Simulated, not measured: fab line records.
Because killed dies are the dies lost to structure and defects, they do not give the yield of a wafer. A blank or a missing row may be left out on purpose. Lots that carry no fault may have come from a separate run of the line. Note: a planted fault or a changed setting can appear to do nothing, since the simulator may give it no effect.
2 desks, one fault    flow sky130    each desk has only its own numbers; what lay behind them comes last

METROLOGY DESK
What the gauges read for every lot (on any tool): the sampled wafers with a number, averaged. Any lot whose mean is over 4 standard deviations away from the usual mean is out of limits and marked OUT; that distance is given in the brackets.
Columns: A = POLY_GATE_OXIDATION_THK at SKY_POLY_GATE_THK_MEAS_21, usual 4.00 nm; B = LDD_N_TW at SKY_LDD_N_TW_MEAS_17, usual 2595; C = LDD_HVN_TW at SKY_LDD_HVN_TW_MEAS_10, usual 1452; D = LDD_HVP_OVL at SKY_LDD_HVP_OVL_MEAS_07, usual -1.2 nm
lot   first seen here  A     B     C                       D
L174  day 17 04:57     3.95  2597  1444                    -1.8
L178  day 19 12:22     4.17  2581  2683 (+99 or more) OUT  -0.4
L180  day 19 20:53     3.98  2607  2651 (+99 or more) OUT  -3.0
L181  day 19 23:53     4.05  2605  1442                    -1.3
L182  day 20 09:51     3.93  2611  1463                    -0.3
L186  day 21 21:49     3.99  2603  1463                    -0.5
L188  day 22 19:17     4.05  2608  1452                    -1.2
L189  day 23 00:52     4.01  2573  1459                    -1.1
L190  day 23 01:38     3.93  2606  1461                    -0.5
L191  day 23 10:12     4.02  2596  1451                    0.1
L192  day 23 20:22     3.90  2606  1447                    -1.2
L193  day 23 21:58     3.89  2590  1441                    -0.2
L195  day 24 19:38     4.00  2598  1440                    -1.1
This desk's result: L178, L180 out of limits, first on L178 (LDD_HVN_TW at SKY_LDD_HVN_TW_MEAS_10), day 23 10:51. Within limits: L174, L181, L182, L186, L188, L189, L190, L191, L192, L193, L195.

DESK OF THE TOOL OWNER: implanter-04
The tool's own readings at SKY_LDD_HVN_IMPLANT_08, given as means over the sampled wafers that have a number, one for each lot that went through this tool. Any lot whose mean is over 4 standard deviations away from the usual mean is out of limits and marked OUT; that distance is given in the brackets.
Columns: A = beam_on_s at SKY_LDD_HVN_IMPLANT_08, usual 10.00 s; B = dose_ions_cm2 at SKY_LDD_HVN_IMPLANT_08, usual 3e+13; C = end_station_pressure_torr at SKY_LDD_HVN_IMPLANT_08, usual 5.14e-06 Torr; D = faraday_current_uA at SKY_LDD_HVN_IMPLANT_08, usual 169
lot   first seen here  A      B                        C                    D
L178  day 23 10:37     9.91   2e+14 (+99 or more) OUT  6.26e-06 (+4.1) OUT  1193 (+99 or more) OUT
L180  day 23 17:08     9.90   2e+14 (+99 or more) OUT  6.02e-06             1194 (+99 or more) OUT
L189  day 26 19:19     10.01  3e+13                    5.28e-06             169
L195  day 28 12:17     9.94   3e+13                    5.24e-06             170
This desk's finding: out of limits on L178, L180; first on L178, day 23 10:37 (dose_ions_cm2 at SKY_LDD_HVN_IMPLANT_08). Within limits: L189, L195.

BROUGHT TOGETHER
The tool owner's desk had the chance to raise an alarm at day 23 10:37 on L178, L180.
The metrology desk could have raised an alarm at day 23 10:51, on L178, L180.
On implanter-04, each named lot ran SKY_LDD_HVN_IMPLANT_08.

WHAT WAS PUT IN BY THE SIMULATOR
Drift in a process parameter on implanter-04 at SKY_LDD_HVN_IMPLANT_08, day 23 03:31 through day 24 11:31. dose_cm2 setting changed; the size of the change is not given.
Struck lots among those shown: L178, L180.
Hours from the fault's start to each desk's first reading out of limits: the tool owner's desk, 7; the metrology desk, 7.
